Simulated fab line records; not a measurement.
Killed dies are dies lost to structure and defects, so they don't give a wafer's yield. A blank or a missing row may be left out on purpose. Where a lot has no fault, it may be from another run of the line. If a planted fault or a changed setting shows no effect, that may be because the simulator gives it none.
fab line records	flow sky130
record: lots: 11	wafers: 33	last-day: 50
route steps=708 shown VIA1@472 VIA2@509 PAD_OPEN@708
lots with no fault: from the same line, run without faults
start-h: start of the lot's first displayed wafer, in hours after the record's first day	wait-h: hours from the lot's prior step to this one	" as in the row above	L1.1+2: a row that stands for several wafers	- either no value or no given start	* or withheld: withheld	< > ~ a bound
route shown NAME@n: names a module that has steps shown in the file, with the first one's number in the route	usual: the fault-free wafers' mean and standard deviation	same: alike in all rows	chamber/n: place in a boat	sites: readings site by site	_std_site: how widely they spread, as a standard deviation	_edge_site: the outer-site mean with the inner-site mean subtracted	radius-mm: for every site, how far away it sits from the centre of the wafer	mask NAME#n: copy n	behind: the most recent tool/chamber to have shaped the wafer	hold: reason for holding the lot/hours on hold/outcome of the hold	device: the transistor (n, p or np) that didn't switch	end of line: the same wafers' tests at the end of the route	a step with no rows: only its recipe	killed: dies lost to structure and defects at the first sort, not the wafer's yield	map: the dies of a wafer, with x for killed, . for not killed, _ for no die there
set.NAME: setting as actually run; set.NAME@STEP: the setting as run at that earlier step	model.NAME: the simulator's own value behind a step, which no gauge read
one table for each step of the route and one row for each wafer, over a sample of lots
services: from which hour (start-h, from the record's first day; less than 0 if before it) a tool's chamber was out of use, for how many hours, and why
== steps ==
step: SKY_VIA1_ETCH_14
recipe: chemistry: N2/H2	target: BARC	ion-energy-ev: 200	source-w: 500	bias-w: 100	pressure-mtorr: 30	n2-flow-sccm: 100	h2-flow-sccm: 200	stop-on: SiO2	time-s: 45.9	target-depth-a: 600
usual: chamber-pressure-mTorr: 30.000/0.028	drypump-motor-current-A: 5.6/0.39	oes-product-au: 0.853/0.005	throttle-valve-pct: 13.225/0.0093
lot.wafer	tool	chamber	start-h	wait-h	chamber-pressure-mTorr	drypump-motor-current-A	oes-product-au	rf-hours-counter-h	throttle-valve-pct
L805.1	rie-diel-02	0	790.98	0.0	30.011	6.1	0.858	12	13.231
L805.2	"	3	"	"	30.052	5.6	0.860	11	13.225
L805.5	"	0	"	"	29.998	6.1	0.855	-	13.232
L806.1	rie-diel-01	1	801.79	0.0	29.992	5.1	0.850	1	13.217
L806.2	"	2	"	"	30.027	5.1	0.849	10	13.230
L806.4	"	3	"	"	29.997	6.0	0.846	12	13.211
L807.3	rie-diel-01	3	810.12	0.0	29.968	6.0	0.848	12	13.240
L807.5	"	2	"	"	30.020	5.2	0.850	-	13.233
L807.6	"	3	"	"	30.003	6.0	0.849	-	13.236
L809.2	rie-diel-01	1	825.78	0.0	30.022	5.1	0.846	2	13.221
L809.3	"	0	"	"	29.999	6.1	0.847	5	13.221
L809.5	"	0	"	"	30.028	6.1	0.864	-	13.229
L811.1	rie-diel-01	2	843.22	0.0	29.977	5.1	0.850	12	13.228
L811.2	"	1	"	"	30.017	5.1	0.842	2	13.224
L811.4	"	3	"	"	30.014	6.0	0.857	12	13.229
L812.4	rie-diel-02	2	849.82	0.0	30.040	5.6	0.856	21	13.220
L812.5	"	2	"	"	30.006	5.6	0.851	-	13.216
L812.6	"	3	"	"	30.007	5.6	0.850	-	13.236
L813.1	rie-diel-03	1	853.42	0.0	29.982	5.0	0.853	6	13.204
L813.2	"	0	"	"	29.983	5.9	0.852	9	13.240
L813.6	"	1	"	"	30.017	4.9	0.858	-	13.223
L818.2	rie-diel-02	0	888.63	0.0	30.024	6.1	0.856	16	13.223
L818.3	"	2	"	"	30.027	5.6	0.854	22	13.223
L818.5	"	3	"	"	30.074	5.6	0.859	-	13.216
L826.2	rie-diel-02	3	952.13	0.0	30.024	5.6	0.855	16	13.232
L826.3	"	1	"	"	30.019	5.6	0.848	14	13.216
L826.4	"	0	"	"	29.969	6.1	0.854	18	13.238
L827.1	rie-diel-03	1	954.90	0.0	30.015	4.9	0.853	9	13.234
L827.2	"	0	"	"	30.025	5.9	0.853	12	13.243
L827.4	"	2	"	"	30.034	5.9	0.843	5	13.212
L828.1	rie-diel-01	3	970.22	0.0	29.968	6.0	0.855	15	13.227
L828.4	"	1	"	"	30.026	5.1	0.856	5	13.223
L828.6	"	0	"	"	29.966	6.1	0.853	-	13.238
step: SKY_VIA2_CMP_02
recipe: material: SiO2	down-force-psi: 4	platen-rpm: 60	pad-velocity-m-s: 0.94248
usual: motor-current-A: 12.0/0.89
lot.wafer	tool	chamber	start-h	wait-h	motor-current-A
L805.1	cmp-01	1	820.42	0.2	11.9
L805.2	"	2	"	"	11.9
L805.5	"	3	"	"	11.5
L806.1	cmp-02	0	830.67	0.1	12.1
L806.4	"	1	"	"	11.7
L806.2	"	2	"	"	12.1
L807.3	cmp-01	3	838.50	0.1	11.8
L807.6	"	1	"	"	11.9
L807.5	"	2	"	"	12.5
L809.3	cmp-01	0	854.22	0.0	12.8
L809.2	"	2	"	"	12.6
L809.5	"	1	"	"	11.5
L811.4	cmp-02	0	872.03	0.0	12.7
L811.1	"	1	"	"	11.7
L811.2	"	2	"	"	12.3
L812.4	cmp-01	0	879.00	1.1	13.6
L812.5	"	2	"	"	12.9
L812.6	"	3	"	"	11.9
L813.1	cmp-02	1	882.02	0.1	11.7
L813.2	"	2	"	"	11.8
L813.6	"	0	"	"	12.5
L818.2	cmp-02	0	917.82	1.2	12.2
L818.3	"	1	"	"	12.2
L818.5	"	3	"	"	10.8
L826.4	cmp-02	3	978.59	0.0	10.4
L826.3	"	0	"	"	12.3
L826.2	"	2	"	"	11.9
L827.4	cmp-02	3	981.23	0.0	10.3
L827.2	"	1	"	"	11.7
L827.1	"	2	"	"	11.9
L828.4	cmp-02	2	995.79	0.0	12.5
L828.1	"	1	"	"	12.0
L828.6	"	3	"	"	10.8
step: SKY_VIA2_BOW_MEAS_03
recipe: mode: bow
usual: VIA2_BOW: 87/7.5
lot.wafer	tool	chamber	start-h	wait-h	VIA2_BOW[um]
L805.1	film-metro-04	-	820.62	0.1	98
L805.2	"	-	"	"	85
L805.5	"	-	"	"	92
L806.1	film-metro-04	-	830.92	0.2	90
L806.2	"	-	"	"	88
L806.4	"	-	"	"	102
L807.3	film-metro-01	-	838.74	0.2	100
L807.5	"	-	"	"	83
L807.6	"	-	"	"	86
L809.2	film-metro-04	-	854.54	0.2	90
L809.3	"	-	"	"	88
L809.5	"	-	"	"	91
L811.1	film-metro-03	-	872.33	0.2	89
L811.2	"	-	"	"	83
L811.4	"	-	"	"	84
L812.4	film-metro-03	-	879.26	0.2	76
L812.5	"	-	"	"	80
L812.6	"	-	"	"	97
L813.1	film-metro-04	-	882.22	0.1	89
L813.2	"	-	"	"	90
L813.6	"	-	"	"	85
L818.2	film-metro-03	-	918.09	0.2	96
L818.3	"	-	"	"	89
L818.5	"	-	"	"	87
L826.2	film-metro-03	-	978.91	0.1	84
L826.3	"	-	"	"	90
L826.4	"	-	"	"	89
L827.1	film-metro-03	-	981.53	0.1	73
L827.2	"	-	"	"	90
L827.4	"	-	"	"	92
L828.1	film-metro-04	-	996.09	0.1	80
L828.4	"	-	"	"	73
L828.6	"	-	"	"	81
step: SKY_VIA2_EXPOSE_09
recipe: mask-id: VIM2	na: 0.8	source-shape: annular	sigma-inner: 0.55	sigma-outer: 0.85	target-cd-nm: 200	dose-mj: 38
usual: reticle-temp-C: 22.99/0.099
lot.wafer	tool	chamber	start-h	wait-h	mask	reticle-temp-C
L805.1	krf-scanner-01	0	834.13	-	VIM2#0	22.94
L805.2	"	0	"	"	VIM2#0	22.90
L805.5	"	0	"	"	VIM2#0	22.96
L806.1	krf-scanner-01	0	843.87	-	VIM2#0	22.94
L806.2	"	0	"	"	VIM2#0	22.79
L806.4	"	0	"	"	VIM2#0	22.96
L807.3	krf-scanner-01	0	851.95	-	VIM2#0	23.18
L807.5	"	0	"	"	VIM2#0	23.09
L807.6	"	0	"	"	VIM2#0	23.19
L809.2	krf-scanner-02	0	867.76	-	VIM2#0	23.07
L809.3	"	0	"	"	VIM2#0	23.06
L809.5	"	0	"	"	VIM2#0	22.99
L811.1	krf-scanner-01	0	885.84	-	VIM2#0	22.99
L811.2	"	0	"	"	VIM2#0	22.88
L811.4	"	0	"	"	VIM2#0	22.92
L812.4	krf-scanner-02	0	892.06	-	VIM2#0	23.05
L812.5	"	0	"	"	VIM2#0	23.02
L812.6	"	0	"	"	VIM2#0	22.99
L813.1	krf-scanner-01	0	894.90	-	VIM2#0	22.92
L813.2	"	0	"	"	VIM2#0	22.85
L813.6	"	0	"	"	VIM2#0	22.93
L818.2	krf-scanner-02	0	929.53	-	VIM2#0	23.08
L818.3	"	0	"	"	VIM2#0	23.05
L818.5	"	0	"	"	VIM2#0	23.12
L826.2	krf-scanner-02	0	991.41	-	VIM2#0	23.05
L826.3	"	0	"	"	VIM2#0	22.82
L826.4	"	0	"	"	VIM2#0	22.86
L827.1	krf-scanner-01	0	993.50	-	VIM2#0	23.14
L827.2	"	0	"	"	VIM2#0	23.00
L827.4	"	0	"	"	VIM2#0	22.97
L828.1	krf-scanner-01	0	1007.03	-	VIM2#0	23.13
L828.4	"	0	"	"	VIM2#0	22.98
L828.6	"	0	"	"	VIM2#0	22.98
step: SKY_VIA2_CD_MEAS_12
recipe: target-cd-nm: 200
usual: cd-nm: 200.0/1.2
lot.wafer	tool	chamber	start-h	wait-h	cd-nm
L805.1	cd-sem-01	-	846.37	-	198.9
L805.2	"	-	"	"	200.4
L805.5	"	-	"	"	200.2
L806.1	cd-sem-01	-	856.82	-	199.0
L806.2	"	-	"	"	199.7
L806.4	"	-	"	"	199.4
L807.3	cd-sem-01	-	864.46	-	198.8
L807.5	"	-	"	"	200.4
L807.6	"	-	"	"	198.7
L809.2	cd-sem-02	-	880.10	-	205.2
L809.3	"	-	"	"	202.6
L809.5	"	-	"	"	203.7
L811.1	cd-sem-01	-	898.07	-	199.9
L811.2	"	-	"	"	200.6
L811.4	"	-	"	"	200.4
L812.4	cd-sem-02	-	904.62	-	200.7
L812.5	"	-	"	"	200.3
L812.6	"	-	"	"	200.3
L813.1	cd-sem-02	-	907.22	-	201.8
L813.2	"	-	"	"	201.1
L813.6	"	-	"	"	200.6
L818.2	cd-sem-02	-	942.11	-	182.2
L818.3	"	-	"	"	200.8
L818.5	"	-	"	"	200.6
L826.2	cd-sem-02	-	1002.06	-	199.1
L826.3	"	-	"	"	199.2
L826.4	"	-	"	"	200.4
L827.1	cd-sem-02	-	1004.53	-	199.1
L827.2	"	-	"	"	200.1
L827.4	"	-	"	"	200.1
L828.1	cd-sem-01	-	1019.23	-	199.1
L828.4	"	-	"	"	199.6
L828.6	"	-	"	"	199.5
step: SKY_PAD_OPEN_PROBE_99
usual: defect-limited-yield: 82.7/1.9	killed_at_M0_to_M3: 43/7.3	killed_at_M4_up: 3.1/1.7	killed-at-contacts: 25/5.3	killed-at-front-end: 14/4.1	killed-at-other: 0.3/0.56	killed-dies: 85/9.4	killed-open: 46/7.4	killed-short: 38/5.8	sort_bin_3_pad_short: 0.8/0.4	sort_bin_5_function: 10.2/1.5	sort_bin_6_memory: 6.2/1.2	sort-n-pass: 407/9.4	sort-yield-pct: 82.7/1.9
same: gross-dies: 492	killed-at-back-side: 0	sort_bin_4_leakage[%]: 0	sort_bin_8_speed[%]: 0
lot.wafer	tool	chamber	start-h	wait-h	defect-limited-yield[%]	killed_at_M0_to_M3	killed_at_M4_up	killed-at-contacts	killed-at-front-end	killed-at-other	killed-dies	killed-open	killed-short	sort_bin_3_pad_short[%]	sort_bin_5_function[%]	sort_bin_6_memory[%]	sort-n-pass	sort-yield-pct[%]
L805.1	prober-02	-	1076.63	0.1	82.1	41	2	24	20	1	88	50	37	0.4	10.6	6.9	404	82.1
L805.2	prober-02	-	1076.68	0.1	83.7	40	4	24	11	1	80	46	33	0.4	7.7	8.1	412	83.7
L805.5	prober-02	-	1076.83	0.2	84.3	33	5	24	13	2	77	49	27	0.4	8.3	6.9	415	84.3
L811.1	prober-01	-	1118.15	0.1	82.9	50	2	20	12	0	84	46	38	0.6	10.6	5.9	408	82.9
L811.2	prober-01	-	1118.20	0.1	83.7	42	0	25	12	1	80	48	32	0.8	9.6	5.9	412	83.7
L811.4	prober-01	-	1118.30	0.2	84.3	40	2	26	8	1	77	43	33	1.2	9.1	5.3	415	84.3
L818.2	prober-02	-	1150.94	0.1	79.5	44	4	31	20	2	101	48	52	1.0	11.4	8.1	391	79.5
L818.3	prober-02	-	1150.99	0.2	87.4	34	1	18	9	0	62	35	27	0.8	7.9	3.9	430	87.4
L818.5	prober-02	-	1151.09	0.2	81.9	52	4	18	15	0	89	42	47	1.0	11.2	5.9	403	81.9
L826.2	prober-01	-	1195.69	0.1	85.0	36	5	23	10	0	74	43	31	0.4	7.9	6.7	418	85.0
L826.3	prober-01	-	1195.74	0.2	82.9	46	2	24	12	0	84	41	43	1.0	9.1	6.9	408	82.9
L826.4	prober-01	-	1195.79	0.2	84.1	43	1	20	14	0	78	50	28	0.2	8.9	6.7	414	84.1
L827.1	prober-02	-	1197.14	0.1	86.2	36	4	18	10	0	68	33	35	0.4	7.5	5.9	424	86.2
L827.2	prober-02	-	1197.19	0.1	82.3	36	4	28	19	0	87	48	37	0.6	10.2	6.9	405	82.3
L827.4	prober-02	-	1197.29	0.2	84.1	33	3	31	11	0	78	45	33	0.6	9.8	5.5	414	84.1
killed by level:class
L805.1 LI_CONTACT:geometric-particle:open=8 VIA1:geometric-particle:open=8 FIELD_ISO:geometric-particle:open=7 CONTACT:geometric-particle:open=7 METAL2:geometric-particle:short=7 VIA3:geometric-particle:open=7 METAL1:geometric-particle:short=6 CONTACT:geometric-particle:short=5
L805.2 CONTACT:geometric-particle:open=17 METAL2:geometric-particle:short=8 VIA1:geometric-particle:open=7 METAL1:geometric-particle:short=5 VIA2:geometric-particle:open=5 VIA3:geometric-particle:open=4 POLY_GATE:geometric-particle:short=3 LOCAL_INTERCONNECT:geometric-particle:short=3
L805.5 LI_CONTACT:geometric-particle:open=10 VIA1:geometric-particle:open=10 CONTACT:geometric-particle:open=9 FIELD_ISO:geometric-particle:short=5 VIA3:geometric-particle:open=5 CONTACT:geometric-particle:short=4 POLY_GATE:geometric-particle:open=3 METAL1:geometric-particle:open=3
L811.1 VIA1:geometric-particle:open=16 METAL1:geometric-particle:short=8 CONTACT:geometric-particle:open=7 VIA3:geometric-particle:short=6 CONTACT:geometric-particle:short=5 VIA1:geometric-particle:short=5 LI_CONTACT:geometric-particle:open=4 VIA2:geometric-particle:open=4
L811.2 CONTACT:geometric-particle:open=11 VIA1:geometric-particle:open=11 VIA2:geometric-particle:open=8 LI_CONTACT:geometric-particle:open=6 VIA3:geometric-particle:short=6 METAL1:geometric-particle:short=4 POLY_GATE:geometric-particle:open=3 POLY_GATE:geometric-particle:short=3
L811.4 CONTACT:geometric-particle:open=11 LI_CONTACT:geometric-particle:open=9 VIA1:geometric-particle:open=8 METAL2:geometric-particle:short=8 VIA2:geometric-particle:open=7 VIA1:geometric-particle:short=5 METAL1:geometric-particle:short=4 LI_CONTACT:geometric-particle:short=3
L818.2 VIA2:geometric-particle:open=9 CONTACT:geometric-particle:open=9 VIA1:geometric-particle:open=9 METAL1:geometric-particle:short=7 CONTACT:geometric-particle:short=7 FIELD_ISO:geometric-particle:short=6 LI_CONTACT:geometric-particle:open=6 METAL2:geometric-particle:short=5
L818.3 VIA1:geometric-particle:open=8 CONTACT:geometric-particle:open=7 VIA3:geometric-particle:open=6 METAL2:geometric-particle:short=6 LOCAL_INTERCONNECT:geometric-particle:short=5 FIELD_ISO:geometric-particle:open=4 CONTACT:geometric-particle:short=4 VIA1:geometric-particle:short=3
L818.5 VIA1:geometric-particle:open=14 METAL1:geometric-particle:short=8 POLY_GATE:geometric-particle:short=6 CONTACT:geometric-particle:open=6 VIA1:geometric-particle:short=6 CONTACT:geometric-particle:short=5 VIA3:geometric-particle:open=5 METAL3:geometric-particle:short=4
L826.2 CONTACT:geometric-particle:open=8 VIA2:geometric-particle:open=8 LI_CONTACT:geometric-particle:open=5 METAL4:geometric-particle:short=5 LOCAL_INTERCONNECT:geometric-particle:short=4 CONTACT:geometric-particle:short=4 METAL1:geometric-particle:open=4 VIA1:geometric-particle:open=4
L826.3 METAL2:geometric-particle:short=11 CONTACT:geometric-particle:open=10 METAL1:geometric-particle:short=7 LOCAL_INTERCONNECT:geometric-particle:short=6 VIA1:geometric-particle:open=6 VIA1:geometric-particle:short=5 VIA3:geometric-particle:open=5 FIELD_ISO:geometric-particle:open=4
L826.4 CONTACT:geometric-particle:open=10 VIA1:geometric-particle:open=9 FIELD_ISO:geometric-particle:open=6 VIA3:geometric-particle:open=6 METAL2:geometric-particle:open=5 VIA2:geometric-particle:open=5 CONTACT:geometric-particle:short=4 VIA1:geometric-particle:short=4
L827.1 CONTACT:geometric-particle:short=7 VIA1:geometric-particle:open=7 VIA3:geometric-particle:open=7 CONTACT:geometric-particle:open=5 METAL1:geometric-particle:short=4 METAL4:geometric-particle:short=4 FIELD_ISO:geometric-particle:open=3 SPACER:geometric-particle:short=3
L827.2 CONTACT:geometric-particle:open=11 VIA1:geometric-particle:open=9 FIELD_ISO:geometric-particle:short=7 VIA2:geometric-particle:open=6 VIA3:geometric-particle:open=6 FIELD_ISO:geometric-particle:open=5 CONTACT:geometric-particle:short=5 LI_CONTACT:geometric-particle:open=5
L827.4 CONTACT:geometric-particle:open=11 LI_CONTACT:geometric-particle:open=8 VIA1:geometric-particle:open=7 CONTACT:geometric-particle:short=6 METAL2:geometric-particle:short=5 METAL3:geometric-particle:short=5 VIA3:geometric-particle:open=5 VIA2:geometric-particle:open=4
== services ==
tool	chamber	start-h	hours	kind
krf-scanner-01	-	769.87	1.3	pm
krf-scanner-02	-	777.26	0.5	repair
krf-scanner-02	-	783.24	1.0	pm
rie-diel-02	1	789.37	4.6	repair
rie-diel-01	1	798.60	3.1	repair
cmp-02	-	812.50	12.4	pm
krf-scanner-02	-	815.30	0.8	pm
rie-diel-01	-	819.23	2.8	pm
krf-scanner-02	-	822.85	1.3	pm
rie-diel-01	3	822.93	11.5	repair
cmp-02	-	831.38	0.6	repair
cmp-02	-	846.90	5.6	pm
rie-diel-02	0	851.50	2.8	repair
rie-diel-01	1	854.74	9.0	repair
cmp-01	-	874.98	3.9	repair
krf-scanner-01	-	877.38	1.0	pm
krf-scanner-02	-	878.38	4.0	pm
cmp-02	-	913.47	4.0	pm
rie-diel-01	3	917.23	13.5	repair
cmp-02	-	920.47	6.3	pm
rie-diel-01	0	921.76	1.3	repair
krf-scanner-01	-	927.46	0.8	pm
krf-scanner-01	-	945.77	1.3	pm
krf-scanner-01	-	957.72	6.0	repair
== key ==
first-sign: step: SKY_VIA2_CD_MEAS_12	reading: cd-nm	direction: down	sigmas: 15	usual: 200.0	struck: 182.2
effect none on later readings
met-at SKY_VIA2_EXPOSE_09
struck-lots L818
struck-wafers L818.2
not-acting-at SKY_VIA1_ETCH_14,SKY_VIA2_CMP_02,SKY_VIA2_BOW_MEAS_03
onset-between 892.06 929.53
fault: kind: process-parameter-drift	tool: krf-scanner-02	chamber: -	onset-h: 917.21	steps: SKY_VIA2_EXPOSE_09	channel: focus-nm	offset: 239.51	shape: step	end-h: 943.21	scope: struck-wafers-only
